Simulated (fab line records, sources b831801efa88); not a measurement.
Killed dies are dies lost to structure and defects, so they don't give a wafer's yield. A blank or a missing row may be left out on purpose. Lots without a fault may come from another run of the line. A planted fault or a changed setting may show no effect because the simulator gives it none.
A struck lot beside a sound one | flow sfq_line | 20 steps out of a route of 325
Sound: wafers L193.1, L193.2, L193.4. Struck: wafers L204.3, L204.4, L204.5. The cause comes at the end.
At each step with rows: each side's tool, then ch and its chambers, then its first start. Under that, the readings that differ: sound wafers | struck wafers | difference of the means | sigmas: that difference in standard deviations of wafers without a fault.
alike: readings whose means differ by less than 2 such deviations, and words and numbers that are the same on both sides. not compared: withheld readings, readings that some wafer has no value for, bounds like >300 that may hide the same value, and numbers for which the record gives no deviation and whose values overlap.
The two part at a step that has a row with sigmas, a row that says differs or no value, or rows on one side only. Numbers that don't overlap but have no deviation are shown without sigmas and don't part them. A reading that every wafer of one side lacks parts them only if that side has two wafers or more.

first, 2 steps without rows for these wafers: SFQ_TRILAYER_I0_VIA_LITHO_PEB_034 (peb time 60 s); SFQ_TRILAYER_I0_VIA_LITHO_DEVELOP_033 (time 60 s).
SFQ_I0_OVL_MEAS_908:
  sound on overlay-02, day 16 20:28; struck on overlay-01, day 22 07:43
  alike: I0_OVL
SFQ_TRILAYER_I0_VIA_BARC_OPEN_VIA_ETCH_046: etches BARC in O2, target depth 125 nm, time 41.7 s.
  sound on rie_diel-02 ch 1,2,3, day 16 20:30; struck on rie_diel-04 ch 0,1, day 22 07:44
  alike: chamber_pressure_mTorr, drypump_motor_current_A, oes_product_au
  not compared: rf_hours_counter_h
SFQ_TRILAYER_I0_VIA_ETCH_VIA_ETCH_034: etches SiO2 in CHF3, stops on Nb, target depth 260 nm.
  sound on rie_diel-02 ch 1,2,3, day 16 20:32; struck on rie_diel-04 ch 0,1, day 22 07:46
  alike: chamber_pressure_mTorr, drypump_motor_current_A, oes_product_au
SFQ_TRILAYER_I0_VIA_STRIP_STRIP_035: strips in O2.
  sound on rie_metal-01 ch 0,1, day 16 20:39; struck on rie_metal-01 ch 0,1, day 22 08:05
  alike: chamber_pressure_mTorr, drypump_motor_current_A, oes_product_au
  not compared: rf_hours_counter_h
then, 2 steps without rows for these wafers: SFQ_TRILAYER_I0_VIA_STRIP_SOLV_CLEAN_036 (cleans in NMP, time 600 s); SFQ_TRILAYER_M1_DEP_PRE_CLEAN_038 (time 22.5 s).
SFQ_TRILAYER_M1_DEP_SPUTTER_037: material Nb, target thk 200 nm, time 133.3 s.
  sound on pvd_sputter-05, day 16 21:27; struck on pvd_sputter-03, day 22 08:41
  alike: throttle_valve_pct
SFQ_M1_RS_MEAS_909: measures by four-point-probe.
  sound on film_metro-03, day 16 21:32; struck on film_metro-02, day 22 08:49
  alike: M1_NB_RS
then, 1 step without rows for these wafers: SFQ_TRILAYER_M1_LITHO_COAT_044 (resist thk 62 nm).
SFQ_TRILAYER_M1_LITHO_COAT_039: resist thk 600 nm.
  sound on litho_track-03 ch 0, day 16 22:01; struck on litho_track-01 ch 0, day 22 09:22
  reading                                             | sound             | struck            | difference | sigmas
  model.KrF_of_TRILAYER_M1_LITHO_COAT_039.thk_nm (nm) | 600.5 600.5 600.9 | 728.9 729.8 730.1 | +129.0     |
then, 4 steps without rows for these wafers: SFQ_TRILAYER_M1_LITHO_SOFTBAKE_043; SFQ_TRILAYER_M1_LITHO_EXPOSE_040 (exposes mask M1, target cd 500 nm); SFQ_TRILAYER_M1_LITHO_PEB_042 (peb time 60 s); SFQ_TRILAYER_M1_LITHO_DEVELOP_041 (time 60 s).
-- the record jumps here: 6 days lie between the struck wafers' starts before and after --
SFQ_M1_OVL_MEAS_911:
  sound on overlay-01, day 23 03:53; struck on overlay-02, day 28 12:06
  alike: M1_OVL
SFQ_TRILAYER_M1_BARC_OPEN_METAL_ETCH_054: etches BARC in O2, target depth 125 nm, time 41.7 s.
  sound on rie_metal-04 ch 0,1, day 23 03:55; struck on rie_metal-03 ch 0,1, day 28 12:08
  reading             | sound             | struck            | difference | sigmas
  model.M1.cd_nm (nm) | 501.8 499.7 501.2 | 505.6 506.3 505.8 | +5.0       |
  alike: chamber_pressure_mTorr, drypump_motor_current_A, oes_product_au
  not compared: rf_hours_counter_h
SFQ_TRILAYER_M1_ETCH_METAL_ETCH_042: etches Nb in Cl2/Ar, stops on SiO2, target depth 240 nm, time 120 s.
  sound on rie_metal-04 ch 0,1, day 23 03:58; struck on rie_metal-03 ch 0,1, day 28 12:13
  reading                                             | sound             | struck            | difference | sigmas
  model.KrF_of_TRILAYER_M1_LITHO_COAT_039.thk_nm (nm) | 384.9 379.6 383.4 | 512.4 509.1 509.1 | +127.6     |
  model.M1.cd_nm (nm)                                 | 500.5 501 500.8   | 505.8 507.7 506.6 | +5.9       |
  alike: chamber_pressure_mTorr, drypump_motor_current_A, oes_product_au
  not compared: rf_hours_counter_h
SFQ_TRILAYER_M1_STRIP_STRIP_043: strips in O2.
  sound on rie_metal-04 ch 0,1, day 23 04:06; struck on rie_metal-03 ch 0,1, day 28 12:31
  alike: chamber_pressure_mTorr, drypump_motor_current_A, oes_product_au
  not compared: rf_hours_counter_h

WHERE THEY PART
Nowhere in this record.

WHY: what the simulator had put in
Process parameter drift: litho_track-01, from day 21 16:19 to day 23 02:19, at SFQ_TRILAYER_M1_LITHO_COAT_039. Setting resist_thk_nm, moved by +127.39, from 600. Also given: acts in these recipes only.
